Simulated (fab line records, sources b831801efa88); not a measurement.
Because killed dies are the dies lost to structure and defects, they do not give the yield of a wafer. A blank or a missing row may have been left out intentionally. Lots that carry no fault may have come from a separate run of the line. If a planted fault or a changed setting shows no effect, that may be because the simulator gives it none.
fab line records	flow sky130
record: lots: 11	wafers: 33	last_day: 49
route steps=708 shown VT_ADJUST_LVTN@115 SONOS_ONO@182 POLY_GATE@204 LDD_N@244
lots that met no fault: taken from a fault-free run of the same line
start_h: hours from the record's opening day to when the first of the lot's shown wafers began	wait_h: hours from the lot's prior step to this one	" unchanged from the row above	L1.1+2: one row covering several wafers at once	- no value, or no start was given	* or withheld: withheld	< > ~ a bound
route shown NAME@n: names a module that has steps shown in the file, with the first one's number in the route	usual: mean/standard deviation of fault-free wafers	same: alike in all rows	chamber/n: place in a boat	sites: the reading at each site	_std_site: how widely they spread, as a standard deviation	_edge_site: mean of outer sites minus mean of inner sites	radius_mm: how far each site lies from the wafer's centre	mask NAME#n: copy n	behind: tool/chamber where the wafer was last shaped	hold: why the lot went on hold/how many hours it stayed there/how the hold came to an end	device: whichever transistor did not switch (one of n, p or np)	end of line: tests of these same wafers at the route's end	for a step that has no rows: nothing shown but its recipe	killed: count of dies lost to structure and defects at first sort (not the wafer's yield)	map: a wafer's dies, x killed, . not, _ none there
set.NAME: the run value of the setting; set.NAME@STEP: its run value at that earlier step	model.NAME: the simulator's own value behind a step, which no gauge read
steps of the route over a sample of lots; a table a step, a row a wafer
services: when a tool's chamber went out of use (start_h, in hours from the record's first day, below 0 if earlier), for how many hours, and the reason
== steps ==
step: SKY_VT_ADJUST_LVTN_OVL_MEAS_18
usual: VT_ADJUST_LVTN_01_OVL: 0.1/1.2
lot.wafer	tool	chamber	start_h	wait_h	VT_ADJUST_LVTN_01_OVL[nm]
L292.1	overlay-02	-	161.97	0.1	1.8
L292.3	"	-	"	"	0.7
L292.5	"	-	"	"	2.7
L293.1	overlay-01	-	169.43	0.1	0.9
L293.2	"	-	"	"	1.0
L293.4	"	-	"	"	-0.2
L294.4	overlay-02	-	178.20	0.1	1.6
L294.5	"	-	"	"	1.9
L294.6	"	-	"	"	-0.6
L296.1	overlay-01	-	193.19	0.1	-3.1
L296.2	"	-	"	"	-1.0
L296.6	"	-	"	"	-0.1
L297.3	overlay-01	-	205.00	0.1	0.4
L297.4	"	-	"	"	0.4
L297.5	"	-	"	"	-0.6
L298.1	overlay-02	-	209.92	0.1	0.2
L298.3	"	-	"	"	0.8
L298.5	"	-	"	"	0.9
L299.1	overlay-01	-	213.58	0.1	-2.8
L299.4	"	-	"	"	-1.2
L299.5	"	-	"	"	-2.3
L303.2	overlay-01	-	250.28	0.1	-2.6
L303.4	"	-	"	"	-0.2
L303.6	"	-	"	"	-1.3
L304.4	overlay-01	-	253.94	0.1	1.2
L304.5	"	-	"	"	2.0
L304.6	"	-	"	"	2.2
L307.1	overlay-01	-	266.72	0.1	0.9
L307.4	"	-	"	"	-0.6
L307.6	"	-	"	"	0.6
L308.3	overlay-01	-	280.24	0.1	-0.1
L308.5	"	-	"	"	0.9
L308.6	"	-	"	"	-0.2
step: SKY_SONOS_ONO_OVL_MEAS_14
usual: SONOS_ONO_OVL: 0.0/1.4
lot.wafer	tool	chamber	start_h	wait_h	SONOS_ONO_OVL[nm]
L292.1	overlay-02	-	282.69	0.1	-2.8
L292.3	"	-	"	"	-1.7
L292.5	"	-	"	"	-3.6
L293.1	overlay-01	-	291.99	0.1	-0.1
L293.2	"	-	"	"	-0.7
L293.4	"	-	"	"	-1.9
L294.4	overlay-01	-	300.97	0.1	0.8
L294.5	"	-	"	"	-1.1
L294.6	"	-	"	"	-1.0
L296.1	overlay-01	-	320.15	0.1	-0.1
L296.2	"	-	"	"	-1.0
L296.6	"	-	"	"	-1.9
L297.3	overlay-01	-	335.08	0.1	0.8
L297.4	"	-	"	"	0.4
L297.5	"	-	"	"	1.6
L298.1	overlay-02	-	339.89	0.1	-1.4
L298.3	"	-	"	"	-0.4
L298.5	"	-	"	"	-0.7
L299.1	overlay-02	-	344.46	0.1	1.3
L299.4	"	-	"	"	0.0
L299.5	"	-	"	"	0.8
L303.2	overlay-01	-	391.41	0.1	-0.7
L303.4	"	-	"	"	-0.6
L303.6	"	-	"	"	-0.3
L304.4	overlay-01	-	393.26	0.1	-0.1
L304.5	"	-	"	"	-0.5
L304.6	"	-	"	"	1.1
L307.1	overlay-02	-	411.84	0.1	-0.9
L307.4	"	-	"	"	0.6
L307.6	"	-	"	"	0.6
L308.3	overlay-01	-	429.32	0.1	2.7
L308.5	"	-	"	"	0.4
L308.6	"	-	"	"	2.7
step: SKY_POLY_GATE_CVD_00
recipe: material: poly-Si	target_thk_nm: 180	temp_c: 620	time_s: 720	pressure_mtorr: 200
usual: pressure_mtorr: 200.0/0.38	spike_tc_upper_C: 619.3/0.89	zone_power_centre_pct: 10.3/1.1
lot.wafer	tool	chamber	start_h	wait_h	pressure_mtorr	spike_tc_upper_C	zone_power_centre_pct
L292.1	lpcvd-01	0	313.40	0.0	199.8	618.6	11.5
L292.3	"	0	"	"	199.8	618.2	11.4
L292.5	"	0	"	"	200.0	617.3	11.3
L293.1	lpcvd-01	1	324.57	0.0	200.5	618.7	9.1
L293.2	"	1	"	"	199.9	619.4	9.1
L293.4	"	1	"	"	199.6	619.7	9.1
L294.4	lpcvd-01	0	331.75	0.0	199.9	619.2	11.5
L294.5	"	0	"	"	200.0	618.2	11.3
L294.6	"	0	"	"	199.6	620.1	11.4
L296.1	lpcvd-01	0	352.81	0.0	200.1	620.6	11.4
L296.2	"	0	"	"	200.3	619.1	11.6
L296.6	"	0	"	"	200.4	619.3	11.3
L297.3	lpcvd-01	0	368.16	0.0	200.3	618.5	11.3
L297.4	"	0	"	"	200.1	618.5	11.3
L297.5	"	0	"	"	200.6	619.7	11.4
L298.1	lpcvd-01	1	375.22	0.0	200.2	619.2	9.2
L298.3	"	1	"	"	200.0	618.7	9.2
L298.5	"	1	"	"	200.3	620.3	9.1
L299.1	lpcvd-01	0	378.00	0.0	199.9	620.6	11.2
L299.4	"	0	"	"	200.2	619.5	11.3
L299.5	"	0	"	"	200.0	620.0	11.4
L304.4	lpcvd-01	1	426.97	0.0	200.0	620.6	9.2
L304.5	"	1	"	"	200.1	619.2	9.1
L304.6	"	1	"	"	200.1	619.5	9.1
L303.2	lpcvd-01	1	428.17	0.0	199.3	619.1	9.2
L303.4	"	1	"	"	199.1	620.1	9.0
L303.6	"	1	"	"	200.1	620.5	9.3
L307.1	lpcvd-01	1	445.26	0.0	199.8	618.4	9.2
L307.4	"	1	"	"	200.1	619.5	9.0
L307.6	"	1	"	"	200.0	617.9	9.1
L308.3	lpcvd-01	1	463.91	0.0	199.8	618.9	9.3
L308.5	"	1	"	"	200.5	620.8	9.2
L308.6	"	1	"	"	199.7	619.6	9.0
step: SKY_POLY_GATE_THK_MEAS_01
recipe: reads: poly-Si_of_POLY_GATE_CVD_00
usual: POLY_GATE_CVD_00_THK: 180.1/1.6
lot.wafer	tool	chamber	start_h	wait_h	POLY_GATE_CVD_00_THK[nm]
L292.1	film_metro-04	-	314.60	0.0	179.3
L292.3	"	-	"	"	179.8
L292.5	"	-	"	"	179.2
L293.1	film_metro-04	-	325.77	0.0	181.8
L293.2	"	-	"	"	181.6
L293.4	"	-	"	"	181.4
L294.4	film_metro-04	-	332.98	0.0	179.0
L294.5	"	-	"	"	178.9
L294.6	"	-	"	"	179.2
L296.1	film_metro-01	-	355.51	0.0	178.7
L296.2	"	-	"	"	177.2
L296.6	"	-	"	"	177.7
L297.3	film_metro-04	-	369.38	0.0	179.9
L297.4	"	-	"	"	179.7
L297.5	"	-	"	"	179.3
L298.1	film_metro-04	-	376.42	0.0	181.5
L298.3	"	-	"	"	180.5
L298.5	"	-	"	"	182.1
L299.1	film_metro-03	-	379.20	0.0	180.1
L299.4	"	-	"	"	179.5
L299.5	"	-	"	"	178.7
L304.4	film_metro-01	-	428.20	0.0	179.3
L304.5	"	-	"	"	177.3
L304.6	"	-	"	"	178.4
L303.2	film_metro-04	-	429.38	0.0	179.6
L303.4	"	-	"	"	179.4
L303.6	"	-	"	"	180.7
L307.1	film_metro-04	-	446.46	0.0	134.9
L307.4	"	-	"	"	135.6
L307.6	"	-	"	"	134.9
L308.3	film_metro-04	-	465.13	0.0	132.1
L308.5	"	-	"	"	129.3
L308.6	"	-	"	"	133.8
step: SKY_POLY_GATE_ETCH_17
recipe: target_depth_nm: 180	stop_on: SiO2	over_etch_frac: 0.56667	chemistry: HBr/Cl2	target: poly-Si	icp_w: 400	bias_w: 100	pressure_mtorr: 10	HBr_flow_sccm: 150	Cl2_flow_sccm: 50	time_s: 70.5
usual: HBr_flow_sccm: 150.0/0.51	bias_w: 100.0/0.31	drypump_motor_current_A: 5.7/0.46	oes_product_au: 0.989/0.0081	throttle_valve_pct: 33.684/0.0087
lot.wafer	tool	chamber	start_h	wait_h	HBr_flow_sccm	bias_w	drypump_motor_current_A	oes_product_au	rf_hours_counter_h	throttle_valve_pct
L292.1	rie_si-01	2	374.51	0.0	149.7	99.7	6.5	0.998	19	33.686
L292.3	"	0	"	"	149.4	99.5	5.5	0.987	3	33.671
L292.5	"	2	"	"	149.5	99.7	6.5	0.988	-	33.675
L293.1	rie_si-02	0	384.72	0.0	149.5	100.2	5.9	0.984	2	33.683
L293.2	"	1	"	"	149.8	100.4	6.2	0.985	3	33.692
L293.4	"	3	"	"	150.0	99.9	4.9	0.978	2	33.697
L294.4	rie_si-02	1	391.02	0.0	150.4	100.2	6.2	0.984	3	33.677
L294.5	"	1	"	"	150.3	100.0	6.1	0.995	-	33.689
L294.6	"	0	"	"	150.0	100.2	5.9	0.990	-	33.694
L296.1	rie_si-01	0	415.21	0.0	150.2	99.8	5.5	0.982	3	33.680
L296.2	"	3	"	"	149.9	100.1	5.3	0.979	6	33.688
L296.6	"	2	"	"	149.8	100.2	6.5	0.984	-	33.685
L297.3	rie_si-01	2	431.41	0.0	150.0	100.2	6.5	0.982	20	33.699
L297.4	"	1	"	"	150.0	100.0	5.7	0.985	3	33.683
L297.5	"	3	"	"	149.9	100.1	5.3	0.992	-	33.684
L298.1	rie_si-01	3	437.82	0.0	149.5	100.0	5.3	1.003	6	33.681
L298.3	"	0	"	"	149.9	99.8	5.6	0.984	3	33.684
L298.5	"	1	"	"	148.6	100.3	5.8	0.999	-	33.678
L299.1	rie_si-02	1	440.11	0.0	149.9	99.3	6.2	0.987	3	33.688
L299.4	"	3	"	"	150.2	99.7	4.8	0.984	2	33.697
L299.5	"	0	"	"	150.2	100.2	5.9	0.972	-	33.684
L304.4	rie_si-02	1	492.77	0.0	150.1	99.6	6.1	0.983	3	33.671
L304.5	"	2	"	"	150.1	100.2	5.6	0.986	-	33.672
L304.6	"	3	"	"	149.6	100.2	4.9	0.977	-	33.680
L303.2	rie_si-01	0	493.76	0.0	150.3	100.4	5.5	0.985	4	33.689
L303.4	"	3	"	"	149.5	99.6	5.3	0.987	7	33.697
L303.6	"	0	"	"	150.1	100.2	5.6	1.003	-	33.679
L307.1	rie_si-02	0	512.21	0.0	149.4	100.6	5.9	0.819	3	33.696
L307.4	"	2	"	"	150.7	100.1	5.6	0.818	4	33.691
L307.6	"	1	"	"	150.4	100.2	6.1	0.817	-	33.678
L308.3	rie_si-01	3	530.16	0.0	149.2	99.6	5.4	0.806	7	33.674
L308.5	"	3	"	"	149.7	99.8	5.4	0.792	-	33.688
L308.6	"	2	"	"	149.0	99.8	6.5	0.806	-	33.673
step: SKY_LDD_N_OVL_MEAS_07
usual: LDD_N_OVL: 0.6/1.6
lot.wafer	tool	chamber	start_h	wait_h	LDD_N_OVL[nm]
L292.1	overlay-02	-	405.48	0.1	3.4
L292.3	"	-	"	"	1.4
L292.5	"	-	"	"	0.0
L293.1	overlay-02	-	416.03	0.1	2.7
L293.2	"	-	"	"	1.1
L293.4	"	-	"	"	1.4
L294.4	overlay-02	-	423.04	0.1	2.8
L294.5	"	-	"	"	0.8
L294.6	"	-	"	"	-0.3
L296.1	overlay-01	-	447.98	0.1	3.2
L296.2	"	-	"	"	2.3
L296.6	"	-	"	"	1.3
L297.3	overlay-01	-	465.24	0.1	-0.1
L297.4	"	-	"	"	1.9
L297.5	"	-	"	"	0.7
L298.1	overlay-02	-	471.37	0.1	1.4
L298.3	"	-	"	"	2.2
L298.5	"	-	"	"	0.2
L299.1	overlay-02	-	473.57	0.1	0.2
L299.4	"	-	"	"	0.1
L299.5	"	-	"	"	1.6
L304.4	overlay-02	-	525.25	0.1	-2.6
L304.5	"	-	"	"	-1.3
L304.6	"	-	"	"	0.0
L303.2	overlay-01	-	525.88	0.1	0.5
L303.4	"	-	"	"	2.3
L303.6	"	-	"	"	0.4
L307.1	overlay-02	-	544.22	0.1	0.1
L307.4	"	-	"	"	-0.3
L307.6	"	-	"	"	1.6
L308.3	overlay-02	-	559.90	0.1	-1.6
L308.5	"	-	"	"	-1.9
L308.6	"	-	"	"	-2.4
== services ==
tool	chamber	start_h	hours	kind
rie_si-01	3	337.39	5.8	repair
rie_si-02	1	350.01	5.5	repair
rie_si-02	1	381.26	1.4	repair
rie_si-02	-	404.72	0.2	repair
rie_si-02	3	411.80	14.0	repair
rie_si-01	1	416.09	9.8	repair
lpcvd-01	-	422.33	1.8	repair
rie_si-02	2	446.29	20.0	repair
rie_si-02	3	451.70	6.4	repair
lpcvd-01	-	458.28	2.8	pm
rie_si-01	1	459.39	5.3	repair
lpcvd-01	-	501.07	0.5	repair
rie_si-01	0	504.07	19.1	repair
rie_si-02	1	519.24	22.1	repair
== key ==
first_sign: step: SKY_POLY_GATE_THK_MEAS_01	reading: POLY_GATE_CVD_00_THK	direction: down	sigmas: 29	usual: 180.1	struck: 133.4
effect: step: SKY_POLY_GATE_ETCH_17	reading: oes_product_au	direction: down	sigmas: 22	usual: 0.989	struck: 0.810
met_at SKY_POLY_GATE_CVD_00
struck_lots L307,L308
tester_left_out L307,L308
not_acting_at SKY_VT_ADJUST_LVTN_OVL_MEAS_18,SKY_SONOS_ONO_OVL_MEAS_14,SKY_LDD_N_OVL_MEAS_07
onset_between 428.17 445.26
also_fits time
fault: kind: process_parameter_drift	tool: lpcvd-01	chamber: -	onset_h: 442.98	steps: SKY_POLY_GATE_CVD_00	channel: target_thk_nm	offset: -45.917	shape: step	end_h: 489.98	stated: 180
tester_left_out: of these lots the tester's yield and bins aren't shown, on N5 and GAA mostly nor the transistor test; their killed dies are dies lost to structure and defects alone, not to doping, threshold or leakage, so they don't give the yield
